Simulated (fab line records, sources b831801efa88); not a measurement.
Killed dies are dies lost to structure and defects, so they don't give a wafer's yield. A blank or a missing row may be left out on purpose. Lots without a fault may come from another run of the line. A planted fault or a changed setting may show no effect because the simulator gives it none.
Chamber matching | flow gf180mcu | GF_MIM_CVD_05 on pecvd-04: 3 sister chambers
The step deposits Si3N4, target thk 42 nm, time 29.086 s. 3 wafers are shown with their chamber, then 8 later ones without.

WAFERS WITH THEIR CHAMBER
wafer  | chamber | heater_power_w (W)
L084.2 | 2       | 524
L084.6 | 0       | 545
L087.2 | 1       | 626

WAFERS WITHOUT THEIR CHAMBER
wafer  | heater_power_w (W)
L087.4 | 615
L087.6 | 541
L091.1 | 548
L091.2 | 487
L091.4 | 546
L094.2 | 479
L094.3 | 569
L094.4 | 496

WHICH CHAMBER EACH WENT THROUGH
wafer  | from the rows above          | in truth
L087.4 | 1                            | 1
L087.6 | can't be placed: 0 or 2      | 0
L091.1 | can't be placed: 0 or 2      | 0
L091.2 | can't be placed: 2 or 0      | 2
L091.4 | can't be placed: 0 or 2      | 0
L094.2 | can't be placed: 2 or 0      | 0
L094.3 | can't be placed: 0 or 2 or 1 | 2
L094.4 | can't be placed: 2 or 0      | 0
Placed correctly: 1 of 8. Can't be placed from these rows: 7 (the true chamber is among the candidates in 7). Placed wrongly: 0.
How it was worked out, from the rows above alone: a wafer's distance from a chamber is the root of the sum, over the readings, of the square of ((its reading less the chamber's mean) divided by the reading's scatter). The wafer belongs to the nearest chamber; if the next one is less than 2 further off, it can't be placed. A chamber's mean is the mean of its shown wafers. The scatter: with one shown wafer a chamber, the root of the mean of the squares of how far each hidden wafer lies from its nearest shown one.
